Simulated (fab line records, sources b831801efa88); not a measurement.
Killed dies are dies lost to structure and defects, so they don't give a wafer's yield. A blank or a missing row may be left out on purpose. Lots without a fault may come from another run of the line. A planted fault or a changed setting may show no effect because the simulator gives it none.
Which tool did it? | flow sky130 | 11 lots, 33 wafers sampled, at 5 steps of a route of 708

WHAT THE GAUGES READ, wafer by wafer
SKY_LI_CONTACT_RS_MEAS_22: measures by four-point-probe. Usual: LI_CONTACT_W_RS 0.285 ohm/sq, standard deviation 0.0043.
lot  | measured     | on            | LI_CONTACT_W_RS (ohm/sq) | flag
L972 | day 30 23:26 | film_metro-04 | 0.289 0.283 0.288        |
L976 | day 32 01:48 | film_metro-04 | 0.292 0.279 0.277        |
L977 | day 32 08:44 | film_metro-04 | 0.281 0.287 0.283        |
L979 | day 33 08:43 | film_metro-01 | 0.286 0.286 0.285        |
L981 | day 33 16:44 | film_metro-01 | 0.285 0.287 0.287        |
L983 | day 34 16:23 | film_metro-04 | 0.288 0.288 0.290        |
L984 | day 34 22:04 | film_metro-01 | 0.283 0.289 0.281        |
L985 | day 35 00:50 | film_metro-01 | 0.282 0.283 0.282        |
L986 | day 35 04:31 | film_metro-01 | 0.286 0.289 0.287        |
L989 | day 35 21:46 | film_metro-01 | 0.285 0.283 0.285        |
L992 | day 36 16:13 | film_metro-01 | 0.290 0.290 0.278        |

WHICH TOOL RAN EACH LOT (tool, then ch and the chambers of the sampled wafers, then the start)
lot  | SKY_LDD_P_COAT_02                 | SKY_LDD_P_STRIP_10                   | SKY_LDD_HVN_STRIP_09                 | SKY_LI_CONTACT_CVD_21
L972 | litho_track-04 ch 0, day 20 01:36 | plasma_asher-01 ch 0,1, day 20 17:47 | plasma_asher-03 ch 0,1, day 22 01:50 | cvd_w-02 ch 0,1, day 30 23:18
L976 | litho_track-02 ch 0, day 21 08:20 | plasma_asher-01 ch 0,1, day 22 00:26 | plasma_asher-02 ch 0,1, day 23 06:58 | cvd_w-02 ch 0,1, day 32 01:41
L977 | litho_track-04 ch 0, day 21 18:42 | plasma_asher-04 ch 0,1, day 22 10:05 | plasma_asher-01 ch 0,1, day 23 15:47 | cvd_w-01 ch 0,1, day 32 08:35
L979 | litho_track-02 ch 0, day 22 19:08 | plasma_asher-04 ch 0,1, day 23 10:28 | plasma_asher-02 ch 0,1, day 24 15:50 | cvd_w-02 ch 1, day 33 08:35
L981 | litho_track-02 ch 0, day 23 05:11 | plasma_asher-04 ch 0,1, day 23 20:35 | plasma_asher-01 ch 1, day 25 02:41   | cvd_w-01 ch 0,1, day 33 16:37
L983 | litho_track-02 ch 0, day 24 05:18 | plasma_asher-03 ch 0,1, day 24 21:05 | plasma_asher-02 ch 0,1, day 26 03:34 | cvd_w-01 ch 0,1, day 34 16:14
L984 | litho_track-02 ch 0, day 24 06:54 | plasma_asher-03 ch 0,1, day 24 22:37 | plasma_asher-01 ch 0,1, day 26 04:59 | cvd_w-02 ch 0,1, day 34 21:55
L985 | litho_track-03 ch 0, day 24 13:33 | plasma_asher-04 ch 0,1, day 25 05:16 | plasma_asher-02 ch 0,1, day 26 11:41 | cvd_w-01 ch 0,1, day 35 00:43
L986 | litho_track-02 ch 0, day 24 18:30 | plasma_asher-03 ch 0,1, day 25 10:29 | plasma_asher-01 ch 0,1, day 26 16:19 | cvd_w-02 ch 1, day 35 04:22
L989 | litho_track-04 ch 0, day 25 16:24 | plasma_asher-01 ch 0, day 26 07:58   | plasma_asher-02 ch 0,1, day 27 12:44 | cvd_w-01 ch 0,1, day 35 21:37
L992 | litho_track-03 ch 0, day 26 12:14 | plasma_asher-01 ch 0,1, day 27 03:49 | plasma_asher-01 ch 0,1, day 28 09:11 | cvd_w-02 ch 0,1, day 36 16:05
- SKY_LDD_P_COAT_02: resist thk 1140 nm.
- SKY_LDD_P_STRIP_10: strips in O2/N2.
- SKY_LDD_HVN_STRIP_09: strips in O2/N2.
- SKY_LI_CONTACT_CVD_21: deposits W, target thk 400 nm, time 120.56 s.

WHAT THE TOOLS THEMSELVES READ (means of the sampled wafers that have a number; where no wafer has one, the mark that the record gives instead)
SKY_LDD_P_COAT_02. Usual: spin_speed_rpm 3000.0 rpm, standard deviation 2.1.
lot  | tool           | spin_speed_rpm (rpm) | flag
L972 | litho_track-04 | 3002.2               |
L976 | litho_track-02 | 3000.2               |
L977 | litho_track-04 | 3001.2               |
L979 | litho_track-02 | 2998.1               |
L981 | litho_track-02 | 2997.7               |
L983 | litho_track-02 | 3297.6               | OFF
L984 | litho_track-02 | 3298.6               | OFF
L985 | litho_track-03 | 3000.4               |
L986 | litho_track-02 | 3298.4               | OFF
L989 | litho_track-04 | 2997.5               |
L992 | litho_track-03 | 2999.5               |

SKY_LDD_P_STRIP_10. Usual: drypump_motor_current_A 5.8 A, standard deviation 0.42; n2_flow_sccm 300.1 sccm, standard deviation 0.81; oes_product_au 0.716 a.u., standard deviation 0.0049; strip_time_to_endpoint_s 14.18 s, standard deviation 0.04.
lot  | tool            | drypump_motor_current_A (A) | n2_flow_sccm (sccm) | oes_product_au (a.u.) | strip_time_to_endpoint_s (s) | flag
L972 | plasma_asher-01 | 6.1                         | 299.9               | 0.716                 | 14.18                        |
L976 | plasma_asher-01 | 6.1                         | 300.1               | 0.716                 | 14.19                        |
L977 | plasma_asher-04 | 5.8                         | 300.0               | 0.715                 | 14.15                        |
L979 | plasma_asher-04 | 5.9                         | 300.0               | 0.712                 | 14.20                        |
L981 | plasma_asher-04 | 5.9                         | 299.6               | 0.712                 | 14.22                        |
L983 | plasma_asher-03 | 5.7                         | 299.7               | 0.716                 | 13.61                        | OFF
L984 | plasma_asher-03 | 5.4                         | 300.3               | 0.714                 | 13.57                        | OFF
L985 | plasma_asher-04 | 5.9                         | 299.4               | 0.718                 | 14.23                        |
L986 | plasma_asher-03 | 5.4                         | 300.9               | 0.719                 | 13.54                        | OFF
L989 | plasma_asher-01 | 6.3                         | 299.9               | 0.712                 | 14.12                        |
L992 | plasma_asher-01 | 6.0                         | 300.1               | 0.716                 | 14.19                        |

SKY_LDD_HVN_STRIP_09. Usual: drypump_motor_current_A 5.7 A, standard deviation 0.38; n2_flow_sccm 299.8 sccm, standard deviation 0.88; oes_product_au 0.408 a.u., standard deviation 0.0043; strip_time_to_endpoint_s 4.136 s, standard deviation 0.017.
lot  | tool            | drypump_motor_current_A (A) | n2_flow_sccm (sccm) | oes_product_au (a.u.) | strip_time_to_endpoint_s (s) | flag
L972 | plasma_asher-03 | 5.4                         | 299.5               | 0.407                 | 4.156                        |
L976 | plasma_asher-02 | 5.7                         | 299.5               | 0.410                 | 4.125                        |
L977 | plasma_asher-01 | 6.1                         | 299.9               | 0.412                 | 4.118                        |
L979 | plasma_asher-02 | 5.7                         | 299.9               | 0.412                 | 4.152                        |
L981 | plasma_asher-01 | 5.4                         | 299.4               | 0.405                 | 4.135                        |
L983 | plasma_asher-02 | 5.7                         | 299.6               | 0.407                 | 4.130                        |
L984 | plasma_asher-01 | 6.0                         | 300.2               | 0.409                 | 4.147                        |
L985 | plasma_asher-02 | 5.7                         | 300.3               | 0.404                 | 4.116                        |
L986 | plasma_asher-01 | 6.0                         | 300.4               | 0.412                 | 4.156                        |
L989 | plasma_asher-02 | 5.7                         | 299.3               | 0.409                 | 4.150                        |
L992 | plasma_asher-01 | 6.0                         | 300.1               | 0.407                 | 4.127                        |

SKY_LI_CONTACT_CVD_21. Usual: chamber_pressure_Torr 40.01 Torr, standard deviation 0.093; heater_power_w 964 W, standard deviation 60.
lot  | tool     | chamber_pressure_Torr (Torr) | heater_power_w (W) | flag
L972 | cvd_w-02 | 40.01                        | 989                |
L976 | cvd_w-02 | 40.02                        | 1021               |
L977 | cvd_w-01 | 40.02                        | 933                |
L979 | cvd_w-02 | 39.92                        | 970                |
L981 | cvd_w-01 | 40.09                        | 914                |
L983 | cvd_w-01 | 40.01                        | 929                |
L984 | cvd_w-02 | 39.96                        | 1029               |
L985 | cvd_w-01 | 39.93                        | 922                |
L986 | cvd_w-02 | 40.00                        | 964                |
L989 | cvd_w-01 | 40.02                        | 915                |
L992 | cvd_w-02 | 40.03                        | 1005               |

THE ANSWER, worked out from the rows above alone
Rule: a lot is off if the mean of its wafers that have a number lies more than 3 standard deviations from the usual mean. A lot without any number at a reading at which 4 lots or more have one is off too. The other lots that the step has rows for count as sound. The gauges are gone through in route order, then the tools' own readings, and for those a lot's mean is taken as printed above. The first step at which some lot is off is used, and at that step the reading that is off furthest; a lot without a number counts as furthest.
Off: L983, L984, L986, at SKY_LDD_P_COAT_02 (spin_speed_rpm).
A tool fits if, at that step or a process step before it, it ran every lot that is off, and no sound lot after the first of them. One fits: litho_track-02 at SKY_LDD_P_COAT_02. Its last sound lot is L981 (day 23 05:11), its first lot that is off L983 (day 24 05:18): a fault that began between those two fits.
The tool's own readings at SKY_LDD_P_COAT_02 bear it out: on the lots that are off they differ by more than 5 times the standard deviation of the sound lots' means. spin_speed_rpm reads 3298.2 rpm there against 2999.6 rpm on the sound lots.

WHAT THE SIMULATOR HAD PUT IN
Process parameter drift: litho_track-02, from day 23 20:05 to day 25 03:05, at SKY_LDD_P_COAT_02. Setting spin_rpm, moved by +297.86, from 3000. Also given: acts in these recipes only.
Lots struck among those shown: L983, L984, L986. The rule above found the same.
